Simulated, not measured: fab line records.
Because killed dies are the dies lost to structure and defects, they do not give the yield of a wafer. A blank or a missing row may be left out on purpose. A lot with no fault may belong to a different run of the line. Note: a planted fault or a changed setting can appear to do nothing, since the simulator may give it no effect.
Which tool was responsible? + flow gf180mcu + 24 lots, 72 wafers sampled, at 5 steps of a route of 602

== WHAT EACH GAUGE READ, for each wafer ==
GF_HV_LDD_THK_MEAS_57.
| lot  | measured     | on            | HV_LDD_CVD_56_THK (nm) |
|------|--------------|---------------|------------------------|
| L074 | day 12 14:26 | film_metro-03 | 88.2 87.9 88.2         |
| L075 | day 12 17:54 | film_metro-01 | 90.3 90.6 90.8         |
| L076 | day 12 22:38 | film_metro-03 | 89.1 89.5 89.3         |
| L077 | day 13 10:54 | film_metro-01 | 91.2 91.1 91.2         |
| L078 | day 13 15:32 | film_metro-01 | 89.7 90.3 90.2         |
| L079 | day 14 00:54 | film_metro-04 | 90.0 89.9 90.0         |
| L080 | day 14 13:58 | film_metro-04 | 90.4 90.7 90.3         |
| L081 | day 14 18:53 | film_metro-03 | 89.1 89.8 89.0         |
| L082 | day 15 02:06 | film_metro-01 | 89.7 89.2 89.3         |
| L083 | day 15 13:59 | film_metro-01 | 91.0 89.7 90.3         |
| L084 | day 15 20:56 | film_metro-04 | 90.0 90.4 90.7         |
| L085 | day 15 21:13 | film_metro-01 | 91.2 90.7 91.4         |
| L086 | day 16 12:22 | film_metro-04 | 89.5 89.6 89.6         |
| L087 | day 16 18:07 | film_metro-01 | 90.3 89.5 90.6         |
| L088 | day 17 12:34 | film_metro-03 | 89.7 88.7 89.5         |
| L089 | day 17 15:45 | film_metro-04 | 89.4 89.3 89.4         |
| L090 | day 17 18:15 | film_metro-03 | 90.3 90.2 90.9         |
| L091 | day 18 14:05 | film_metro-01 | 90.0 90.5 90.4         |
| L092 | day 18 23:59 | film_metro-03 | 89.3 90.6 89.8         |
| L093 | day 19 13:20 | film_metro-03 | 89.2 89.0 89.3         |
| L094 | day 19 14:08 | film_metro-03 | 89.8 89.6 89.5         |
| L095 | day 19 19:59 | film_metro-01 | 88.5 89.1 88.9         |
| L096 | day 20 08:56 | film_metro-03 | 88.1 88.3 88.0         |
| L097 | day 20 12:35 | film_metro-04 | 89.1 89.2 89.2         |

GF_V2_RS_MEAS_24: the measuring method here is four-point-probe.
| lot  | measured     | on            | V2_W_RS (ohm/sq)  |
|------|--------------|---------------|-------------------|
| L074 | day 20 07:06 | film_metro-01 | 0.333 0.331 0.325 |
| L075 | day 20 13:51 | film_metro-04 | 0.328 0.317 0.332 |
| L076 | day 20 20:47 | film_metro-01 | 0.318 0.328 0.314 |
| L077 | day 21 12:40 | film_metro-01 | 0.326 0.329 0.329 |
| L078 | day 21 16:20 | film_metro-03 | 0.326 0.331 0.326 |
| L079 | day 22 06:35 | film_metro-03 | 0.311 0.330 0.327 |
| L080 | day 22 17:53 | film_metro-03 | 0.324 0.326 0.331 |
| L081 | day 22 21:56 | film_metro-04 | 0.324 0.331 0.322 |
| L082 | day 23 07:15 | film_metro-01 | 0.326 0.329 0.327 |
| L083 | day 23 19:02 | film_metro-01 | 0.324 0.329 0.332 |
| L084 | day 24 00:20 | film_metro-04 | 0.317 0.331 0.314 |
| L085 | day 24 01:52 | film_metro-04 | 0.330 0.315 0.330 |
| L086 | day 24 16:29 | film_metro-01 | 0.331 0.331 0.331 |
| L087 | day 25 00:14 | film_metro-01 | 0.330 0.330 0.331 |
| L088 | day 25 16:49 | film_metro-01 | 0.334 0.330 0.328 |
| L089 | day 25 19:07 | film_metro-03 | 0.328 0.311 0.331 |
| L090 | day 25 20:38 | film_metro-03 | 0.330 0.326 0.331 |
| L091 | day 26 15:12 | film_metro-01 | 0.325 0.332 0.328 |
| L092 | day 26 22:04 | film_metro-03 | 0.336 0.327 0.335 |
| L093 | day 27 11:58 | film_metro-01 | 0.325 0.329 0.324 |
| L094 | day 27 12:44 | film_metro-04 | 0.335 0.326 0.334 |
| L095 | day 27 16:50 | film_metro-01 | 0.311 0.313 0.328 |
| L096 | day 28 03:38 | film_metro-01 | 0.325 0.335 0.327 |
| L097 | day 28 05:15 | film_metro-03 | 0.329 0.322 0.335 |

GF_M3_THK_MEAS_06: measures by xrf.
| lot  | measured     | on            | M3_ALCU_THK (nm) |
|------|--------------|---------------|------------------|
| L074 | day 20 07:55 | film_metro-01 | 467 465 463      |
| L075 | day 20 14:40 | film_metro-03 | 462 462 463      |
| L076 | day 20 21:37 | film_metro-02 | 457 461 461      |
| L077 | day 21 13:28 | film_metro-02 | 455 449 458      |
| L078 | day 21 17:09 | film_metro-02 | 455 456 455      |
| L079 | day 22 07:23 | film_metro-03 | 459 459 454      |
| L080 | day 22 18:43 | film_metro-01 | 458 459 462      |
| L081 | day 22 22:46 | film_metro-02 | 453 452 455      |
| L082 | day 23 08:04 | film_metro-02 | 460 460 454      |
| L083 | day 23 19:52 | film_metro-03 | 467 465 461      |
| L084 | day 24 01:10 | film_metro-03 | 453 450 448      |
| L085 | day 24 02:40 | film_metro-03 | 455 457 456      |
| L086 | day 24 17:18 | film_metro-02 | 467 462 468      |
| L087 | day 25 01:03 | film_metro-01 | 454 468 458      |
| L088 | day 25 17:38 | film_metro-01 | 455 454 455      |
| L089 | day 25 19:56 | film_metro-01 | 464 463 467      |
| L090 | day 25 21:28 | film_metro-03 | 463 459 460      |
| L091 | day 26 16:01 | film_metro-01 | 470 455 469      |
| L092 | day 26 22:53 | film_metro-02 | 452 452 452      |
| L093 | day 27 12:55 | film_metro-02 | 463 468 462      |
| L094 | day 27 13:52 | film_metro-03 | 454 453 450      |
| L095 | day 27 17:40 | film_metro-01 | 467 465 463      |
| L096 | day 28 04:27 | film_metro-02 | 472 472 463      |
| L097 | day 28 06:04 | film_metro-02 | 467 463 467      |

== TOOL THAT RAN EACH LOT (tool first, then ch and the chambers of the sampled wafers, then the start) ==
| lot  | GF_NSD_STRIP_11                      | GF_M2_SOFTBAKE_10                 |
|------|--------------------------------------|-----------------------------------|
| L074 | plasma_asher-01 ch 1, day 13 10:14   | litho_track-04 ch 0, day 18 16:52 |
| L075 | plasma_asher-01 ch 0,1, day 13 14:16 | litho_track-04 ch 0, day 18 22:20 |
| L076 | plasma_asher-04 ch 0,1, day 13 19:16 | litho_track-04 ch 0, day 19 05:13 |
| L077 | plasma_asher-01 ch 0, day 14 08:22   | litho_track-04 ch 0, day 19 20:59 |
| L078 | plasma_asher-04 ch 0,1, day 14 12:28 | litho_track-01 ch 0, day 20 00:44 |
| L079 | plasma_asher-03 ch 0,1, day 14 21:48 | litho_track-01 ch 0, day 20 16:13 |
| L080 | plasma_asher-03 ch 0,1, day 15 11:14 | litho_track-04 ch 0, day 21 03:55 |
| L081 | plasma_asher-03 ch 0,1, day 15 16:25 | litho_track-02 ch 0, day 21 08:10 |
| L082 | plasma_asher-04 ch 0,1, day 16 00:16 | litho_track-02 ch 0, day 21 18:44 |
| L083 | plasma_asher-03 ch 0,1, day 16 13:02 | litho_track-01 ch 0, day 22 06:25 |
| L084 | plasma_asher-04 ch 0,1, day 16 19:49 | litho_track-02 ch 0, day 22 12:04 |
| L085 | plasma_asher-03 ch 0,1, day 16 19:55 | litho_track-04 ch 0, day 22 13:53 |
| L086 | plasma_asher-04 ch 0,1, day 17 11:22 | litho_track-04 ch 0, day 23 03:46 |
| L087 | plasma_asher-01 ch 0, day 17 17:40   | litho_track-04 ch 0, day 23 12:37 |
| L088 | plasma_asher-01 ch 0,1, day 18 11:52 | litho_track-02 ch 0, day 24 04:50 |
| L089 | plasma_asher-04 ch 0,1, day 18 15:41 | litho_track-04 ch 0, day 24 08:20 |
| L090 | plasma_asher-04 ch 0,1, day 18 18:07 | litho_track-04 ch 0, day 24 08:55 |
| L091 | plasma_asher-03 ch 0,1, day 19 14:32 | litho_track-04 ch 0, day 25 04:31 |
| L092 | plasma_asher-01 ch 0,1, day 19 23:25 | litho_track-04 ch 0, day 25 12:25 |
| L093 | plasma_asher-01 ch 1, day 20 14:21   | litho_track-02 ch 0, day 26 01:37 |
| L094 | plasma_asher-03 ch 0,1, day 20 14:58 | litho_track-02 ch 0, day 26 02:13 |
| L095 | plasma_asher-03 ch 0,1, day 20 20:58 | litho_track-01 ch 0, day 26 07:25 |
| L096 | plasma_asher-04 ch 0,1, day 21 09:25 | litho_track-02 ch 0, day 26 18:43 |
| L097 | plasma_asher-03 ch 0,1, day 21 12:13 | litho_track-02 ch 0, day 26 21:17 |
- GF_NSD_STRIP_11: strips in O2/N2.
- GF_M2_SOFTBAKE_10: time 61.53 s.

== AS READ BY THE TOOLS THEMSELVES (means over the sampled wafers that have a number; for cases with no such wafer, the mark the record gives instead) ==
GF_NSD_STRIP_11.
| lot  | tool            | drypump_motor_current_A (A) | heater_power_w (W) | oes_product_au (a.u.) | strip_time_to_endpoint_s (s) |
|------|-----------------|-----------------------------|--------------------|-----------------------|------------------------------|
| L074 | plasma_asher-01 | 6.3                         | 341                | 0.488                 | 22.79                        |
| L075 | plasma_asher-01 | 6.5                         | 353                | 0.488                 | 22.72                        |
| L076 | plasma_asher-04 | 6.3                         | 332                | 0.491                 | 22.74                        |
| L077 | plasma_asher-01 | 6.6                         | 355                | 0.489                 | 22.78                        |
| L078 | plasma_asher-04 | 6.3                         | 332                | 0.485                 | 22.73                        |
| L079 | plasma_asher-03 | 5.7                         | 329                | 0.489                 | 22.72                        |
| L080 | plasma_asher-03 | 5.7                         | 337                | 0.493                 | 22.83                        |
| L081 | plasma_asher-03 | 5.7                         | 329                | 0.491                 | 22.81                        |
| L082 | plasma_asher-04 | 6.3                         | 328                | 0.495                 | 22.80                        |
| L083 | plasma_asher-03 | 5.6                         | 325                | 0.487                 | 22.82                        |
| L084 | plasma_asher-04 | 6.3                         | 333                | 0.493                 | 22.83                        |
| L085 | plasma_asher-03 | 5.7                         | 333                | 0.488                 | 22.82                        |
| L086 | plasma_asher-04 | 6.3                         | 331                | 0.487                 | 22.77                        |
| L087 | plasma_asher-01 | 6.6                         | 354                | 0.488                 | 22.76                        |
| L088 | plasma_asher-01 | 6.4                         | 349                | 0.486                 | 22.80                        |
| L089 | plasma_asher-04 | 6.3                         | 335                | 0.488                 | 22.77                        |
| L090 | plasma_asher-04 | 6.3                         | 331                | 0.492                 | 22.79                        |
| L091 | plasma_asher-03 | 5.7                         | 341                | 0.488                 | 22.83                        |
| L092 | plasma_asher-01 | 6.5                         | 351                | 0.487                 | 22.79                        |
| L093 | plasma_asher-01 | 6.3                         | 344                | 0.488                 | 22.83                        |
| L094 | plasma_asher-03 | 5.7                         | 335                | 0.490                 | 22.79                        |
| L095 | plasma_asher-03 | 5.7                         | 327                | 0.486                 | 22.76                        |
| L096 | plasma_asher-04 | 6.3                         | 339                | 0.487                 | 22.76                        |
| L097 | plasma_asher-03 | 5.7                         | 325                | 0.490                 | 22.71                        |

GF_M2_SOFTBAKE_10.
| lot  | tool           | exhaust_pa (Pa) | plate_sensor_t_centre_C (C) | plate_sensor_t_edge_C (C) |
|------|----------------|-----------------|-----------------------------|---------------------------|
| L074 | litho_track-04 | 45.4            | 131.02                      | 131.20                    |
| L075 | litho_track-04 | 44.8            | 131.02                      | 131.21                    |
| L076 | litho_track-04 | 45.4            | 131.02                      | 131.21                    |
| L077 | litho_track-04 | 44.4            | 131.01                      | 131.21                    |
| L078 | litho_track-01 | 46.2            | 131.02                      | 131.21                    |
| L079 | litho_track-01 | 45.5            | 131.02                      | 131.21                    |
| L080 | litho_track-04 | 44.2            | 131.02                      | 131.22                    |
| L081 | litho_track-02 | 45.8            | 131.02                      | 131.22                    |
| L082 | litho_track-02 | 44.6            | 131.01                      | 131.20                    |
| L083 | litho_track-01 | 44.5            | 131.02                      | 131.21                    |
| L084 | litho_track-02 | 45.3            | 131.02                      | 131.22                    |
| L085 | litho_track-04 | 44.5            | 131.01                      | 131.21                    |
| L086 | litho_track-04 | 45.0            | 131.02                      | 131.21                    |
| L087 | litho_track-04 | 44.5            | 131.01                      | 131.21                    |
| L088 | litho_track-02 | 45.1            | 131.01                      | 131.21                    |
| L089 | litho_track-04 | 44.8            | 131.01                      | 131.22                    |
| L090 | litho_track-04 | 45.1            | 131.03                      | 131.22                    |
| L091 | litho_track-04 | 45.9            | 131.02                      | 131.20                    |
| L092 | litho_track-04 | 44.5            | 131.01                      | 131.22                    |
| L093 | litho_track-02 | 44.8            | 131.01                      | 131.21                    |
| L094 | litho_track-02 | 44.9            | 131.01                      | 131.21                    |
| L095 | litho_track-01 | 43.9            | 131.03                      | 131.20                    |
| L096 | litho_track-02 | 44.1            | 131.01                      | 131.20                    |
| L097 | litho_track-02 | 44.5            | 131.01                      | 131.20                    |

== THE ANSWER, worked out from the rows above alone ==
Rule: usual is defined by the lots themselves. Put in order of their means at a reading, lots are off if they are a third of the lots or fewer, leave a main group of 4 or more, and stand apart from it by a gap of 3 or more times the standard deviation of the main group's means; of several such gaps the widest counts. If all means in a main group match to the digits the tables above print for the reading, that group is not used. Also off: a lot with no number at a reading for which 4 or more lots have one. Where the step has rows for the other lots, those lots are counted as sound. Order of review: gauges by route order, followed by the tools' own readings, for which a lot's mean as printed above is used. At the first step where some lot is off, the reading lying furthest off is the one used; lots without a number count as furthest.
None of the lots is off at any reading shown; this tells nothing.

== WHAT THE SIMULATOR HAD PUT IN ==
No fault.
